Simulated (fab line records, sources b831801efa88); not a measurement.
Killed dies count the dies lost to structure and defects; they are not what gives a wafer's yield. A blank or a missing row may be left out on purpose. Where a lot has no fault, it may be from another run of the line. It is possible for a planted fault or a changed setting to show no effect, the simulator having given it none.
Which of the tools did it? | flow sfq-line | Sampling: 14 lots, 42 wafers, 6 of 325 route steps

## WHAT THE GAUGES READ, wafer by wafer
SFQ_M2_RS_MEAS_914: measures by four-point-probe.
lot  | measured     | on            | M2_NB_RS (ohm/sq)
L548 | day 25 11:02 | film-metro-04 | 0.895 0.893 0.893
L549 | day 31 01:29 | film-metro-04 | 0.900 0.883 0.884
L550 | day 31 08:40 | film-metro-04 | 0.883 0.883 0.886
L555 | day 32 20:38 | film-metro-04 | 0.888 0.879 1.452
L558 | day 33 11:04 | film-metro-04 | 0.874 1.427 0.878
L562 | day 36 14:38 | film-metro-04 | 0.881 0.884 0.886
L564 | day 37 13:26 | film-metro-03 | 0.902 0.915 0.900
L565 | day 37 14:38 | film-metro-03 | 0.886 0.884 0.894
L566 | day 37 22:20 | film-metro-02 | 0.901 0.902 0.901
L567 | day 38 10:18 | film-metro-04 | 0.890 0.881 0.877
L568 | day 38 12:43 | film-metro-04 | 0.878 0.888 0.883
L569 | day 38 18:42 | film-metro-02 | 0.881 0.881 0.891
L570 | day 39 03:07 | film-metro-04 | 0.880 0.889 0.890
L571 | day 39 09:08 | film-metro-02 | 0.883 0.888 0.882

SFQ_M5_OVL_MEAS_932.
lot  | measured     | on         | M5_OVL (nm)
L548 | day 49 22:20 | overlay-01 | -1 5 8
L549 | day 50 05:10 | overlay-02 | -2 0 1
L550 | day 50 07:34 | overlay-02 | -2 -3 3
L555 | day 57 22:19 | overlay-01 | 4 -2 1
L558 | day 63 07:41 | overlay-02 | -2 -5 -6
L562 | day 63 22:12 | overlay-02 | -1 -6 -6
L564 | day 64 01:48 | overlay-01 | 5 -2 3
L565 | day 64 03:00 | overlay-01 | -15 -7 -17
L566 | day 64 04:12 | overlay-02 | -6 -2 -12
L567 | day 65 14:00 | overlay-02 | 5 2 9
L568 | day 65 17:36 | overlay-01 | -3 -1 -3
L569 | day 65 23:36 | overlay-02 | -4 1 -1
L570 | day 67 00:21 | overlay-02 | 7 7 4
L571 | day 77 01:20 | overlay-02 | 7 3 3

## TOOL THAT RAN EACH LOT (tool first, then ch and the chambers of the sampled wafers, then the start)
lot  | SFQ_TRILAYER_L0_VIA_STRIP_STRIP_017 | SFQ_TRILAYER_I0_DEP_PECVD_027   | SFQ_TRILAYER_M2_DEP_SPUTTER_055 | SFQ_TRILAYER_M2_ETCH_METAL_ETCH_060
L548 | rie-metal-03 ch 0,1, day 7 21:55    | pecvd-02 ch 0,2, day 12 08:38   | pvd-sputter-06, day 25 10:55    | rie-metal-01 ch 1, day 28 19:21
L549 | rie-metal-01 ch 0, day 8 03:07      | pecvd-03 ch 0,1, day 12 18:58   | pvd-sputter-05, day 31 01:21    | rie-metal-01 ch 0,1, day 31 08:01
L550 | rie-metal-03 ch 1, day 8 14:55      | pecvd-03 ch 0, day 13 07:32     | pvd-sputter-05, day 31 08:33    | rie-metal-01 ch 1, day 31 16:22
L555 | rie-metal-01 ch 0,1, day 9 18:26    | pecvd-03 ch 0,1,2, day 14 22:17 | pvd-sputter-04, day 32 20:33    | rie-metal-01 ch 0,1, day 32 23:35
L558 | rie-metal-04 ch 0, day 10 04:02     | pecvd-02 ch 0,1,2, day 15 07:53 | pvd-sputter-04, day 33 10:57    | rie-metal-01 ch 1, day 33 14:16
L562 | rie-metal-01 ch 0,1, day 11 19:46   | pecvd-03 ch 0,1, day 17 05:17   | pvd-sputter-06, day 36 14:31    | rie-metal-03 ch 0,1, day 41 12:01
L564 | rie-metal-03 ch 0,1, day 12 20:30   | pecvd-03 ch 0,2, day 18 11:34   | pvd-sputter-04, day 37 13:19    | rie-metal-01 ch 1, day 42 12:13
L565 | rie-metal-03 ch 0,1, day 13 01:52   | pecvd-04 ch 0,2, day 18 20:23   | pvd-sputter-05, day 37 14:32    | rie-metal-03 ch 0,1, day 42 14:27
L566 | rie-metal-01 ch 0, day 13 10:16     | pecvd-04 ch 1,2, day 19 04:48   | pvd-sputter-06, day 37 22:14    | rie-metal-03 ch 1, day 43 01:21
L567 | rie-metal-04 ch 0,1, day 13 23:28   | pecvd-02 ch 0,1,2, day 19 21:59 | pvd-sputter-04, day 38 10:12    | rie-metal-02 ch 0,1, day 43 15:39
L568 | rie-metal-01 ch 0,1, day 14 00:40   | pecvd-04 ch 0,1,2, day 20 00:23 | pvd-sputter-06, day 38 12:36    | rie-metal-01 ch 1, day 43 19:21
L569 | rie-metal-04 ch 0,1, day 14 07:01   | pecvd-03 ch 0,1,2, day 20 07:35 | pvd-sputter-04, day 38 18:36    | rie-metal-02 ch 0,1, day 44 05:22
L570 | rie-metal-04 ch 0,1, day 14 15:25   | pecvd-04 ch 0,1,2, day 20 17:11 | pvd-sputter-04, day 39 03:00    | rie-metal-03 ch 0,1, day 44 19:46
L571 | rie-metal-01 ch 0,1, day 14 20:25   | pecvd-04 ch 0,1,2, day 21 00:23 | pvd-sputter-04, day 39 09:00    | rie-metal-02 ch 0,1, day 44 23:24
- SFQ_TRILAYER_L0_VIA_STRIP_STRIP_017: strips in O2.
- SFQ_TRILAYER_I0_DEP_PECVD_027: deposits SiO2 from SiH4/N2O, time 111.11 s, target thk 500 nm.
- SFQ_TRILAYER_M2_DEP_SPUTTER_055: material Nb, target thk 200 nm, time 133.3 s.
- SFQ_TRILAYER_M2_ETCH_METAL_ETCH_060: etches Nb in Cl2/Ar, stops on SiO2, target depth 240 nm, time 120 s.

## WHAT THE TOOLS THEMSELVES READ (means of the sampled wafers that have a number; where no wafer has one, the mark that the record gives instead)
SFQ_TRILAYER_L0_VIA_STRIP_STRIP_017.
lot  | tool         | drypump-motor-current-A (A) | oes-product-au (a.u.)
L548 | rie-metal-03 | 5.90                        | 1.010
L549 | rie-metal-01 | 5.66                        | 1.003
L550 | rie-metal-03 | 6.09                        | 1.001
L555 | rie-metal-01 | 5.87                        | 1.008
L558 | rie-metal-04 | 5.89                        | 1.001
L562 | rie-metal-01 | 5.77                        | 1.008
L564 | rie-metal-03 | 5.94                        | 0.999
L565 | rie-metal-03 | 5.74                        | 1.005
L566 | rie-metal-01 | 5.65                        | 0.997
L567 | rie-metal-04 | 5.54                        | 0.998
L568 | rie-metal-01 | 5.78                        | 0.993
L569 | rie-metal-04 | 5.68                        | 0.987
L570 | rie-metal-04 | 5.73                        | 1.002
L571 | rie-metal-01 | 5.85                        | 0.990

SFQ_TRILAYER_I0_DEP_PECVD_027.
lot  | tool     | chamber-pressure-Torr (Torr) | heater-power-w (W) | rf-fwd-power-W (W) | throttle-valve-pct (%)
L548 | pecvd-02 | 2.398                        | 66                 | 183.1              | 25.8
L549 | pecvd-03 | 2.402                        | 72                 | 182.9              | 24.1
L550 | pecvd-03 | 2.401                        | 62                 | 183.0              | 24.2
L555 | pecvd-03 | 2.400                        | 81                 | 182.7              | 24.0
L558 | pecvd-02 | 2.402                        | 86                 | 182.1              | 25.8
L562 | pecvd-03 | 2.402                        | 73                 | 183.0              | 24.4
L564 | pecvd-03 | 2.400                        | 84                 | 181.5              | 23.9
L565 | pecvd-04 | 2.406                        | 85                 | 181.5              | 23.0
L566 | pecvd-04 | 2.403                        | 81                 | 182.5              | 23.4
L567 | pecvd-02 | 2.396                        | 88                 | 182.3              | 25.7
L568 | pecvd-04 | 2.400                        | 83                 | 182.1              | 23.5
L569 | pecvd-03 | 2.398                        | 82                 | 182.0              | 24.2
L570 | pecvd-04 | 2.403                        | 83                 | 182.0              | 23.5
L571 | pecvd-04 | 2.402                        | 82                 | 181.8              | 23.6

SFQ_TRILAYER_M2_DEP_SPUTTER_055.
lot  | tool           | cathode-dc-power-W (W) | throttle-valve-pct (%)
L548 | pvd-sputter-06 | 1999.8                 | 29.5
L549 | pvd-sputter-05 | 2000.0                 | 29.6
L550 | pvd-sputter-05 | 1999.9                 | 30.9
L555 | pvd-sputter-04 | 1754.2                 | 29.4
L558 | pvd-sputter-04 | 1754.9                 | 29.8
L562 | pvd-sputter-06 | 2000.0                 | 29.8
L564 | pvd-sputter-04 | 1999.8                 | 30.1
L565 | pvd-sputter-05 | 1999.9                 | 30.4
L566 | pvd-sputter-06 | 1999.9                 | 29.6
L567 | pvd-sputter-04 | 2000.2                 | 29.8
L568 | pvd-sputter-06 | 2000.0                 | 29.5
L569 | pvd-sputter-04 | 2000.2                 | 29.8
L570 | pvd-sputter-04 | 2000.1                 | 30.1
L571 | pvd-sputter-04 | 2000.0                 | 29.9

SFQ_TRILAYER_M2_ETCH_METAL_ETCH_060.
lot  | tool         | bias-w (W) | drypump-motor-current-A (A) | oes-product-au (a.u.) | rf-fwd-power-W (W)
L548 | rie-metal-01 | 79.89      | 5.99                        | 0.896                 | 595.7
L549 | rie-metal-01 | 79.78      | 5.77                        | 0.898                 | 596.8
L550 | rie-metal-01 | 79.74      | 5.95                        | 0.897                 | 600.6
L555 | rie-metal-01 | 80.19      | 5.86                        | 0.836                 | 597.7
L558 | rie-metal-01 | 79.94      | 5.97                        | 0.837                 | 595.9
L562 | rie-metal-03 | 80.18      | 5.73                        | 0.901                 | 596.7
L564 | rie-metal-01 | 80.25      | 5.97                        | 0.890                 | 598.9
L565 | rie-metal-03 | 80.24      | 5.78                        | 0.898                 | 597.0
L566 | rie-metal-03 | 80.15      | 6.14                        | 0.888                 | 597.8
L567 | rie-metal-02 | 80.14      | 6.18                        | 0.893                 | 595.8
L568 | rie-metal-01 | 79.93      | 5.98                        | 0.903                 | 598.0
L569 | rie-metal-02 | 79.65      | 5.88                        | 0.899                 | 599.4
L570 | rie-metal-03 | 80.06      | 5.74                        | 0.898                 | 598.5
L571 | rie-metal-02 | 79.99      | 6.19                        | 0.899                 | 596.3

## THE ANSWER, worked out from the rows above alone
Rule: the usual values come from the lots themselves. Put in order of their means at a reading, lots are off if they are a third of the lots or fewer, leave a main group of 4 or more, and stand apart from it by a gap of 3 or more times the standard deviation of the main group's means; of several such gaps the widest counts. A main group is skipped when, at the precision printed for the reading in the tables above, its means are all equal. A lot without any number at a reading at which 4 lots or more have one is off too. The other lots that the step has rows for count as sound. After the gauges, taken in route order, come the tools' own readings; for these a lot's mean is taken, as printed above. At the first step where some lot is off, the reading lying furthest off is the one used; lots without a number count as furthest.
Off: at SFQ_M2_RS_MEAS_914 (M2_NB_RS), L555, L558. For the main group the mean is 0.889 ohm/sq and the standard deviation 0.0073.
If a tool, at a process step before that reading, ran all the lots that are off and no sound lot after the first of them, it fits. The gauges at SFQ_M2_RS_MEAS_914 aren't tried: what is off there is off at SFQ_TRILAYER_M2_DEP_SPUTTER_055 too, on other tools, and a gauge's error can't cause that. None of those tried fits.

## WHAT HAD BEEN PUT IN BY THE SIMULATOR
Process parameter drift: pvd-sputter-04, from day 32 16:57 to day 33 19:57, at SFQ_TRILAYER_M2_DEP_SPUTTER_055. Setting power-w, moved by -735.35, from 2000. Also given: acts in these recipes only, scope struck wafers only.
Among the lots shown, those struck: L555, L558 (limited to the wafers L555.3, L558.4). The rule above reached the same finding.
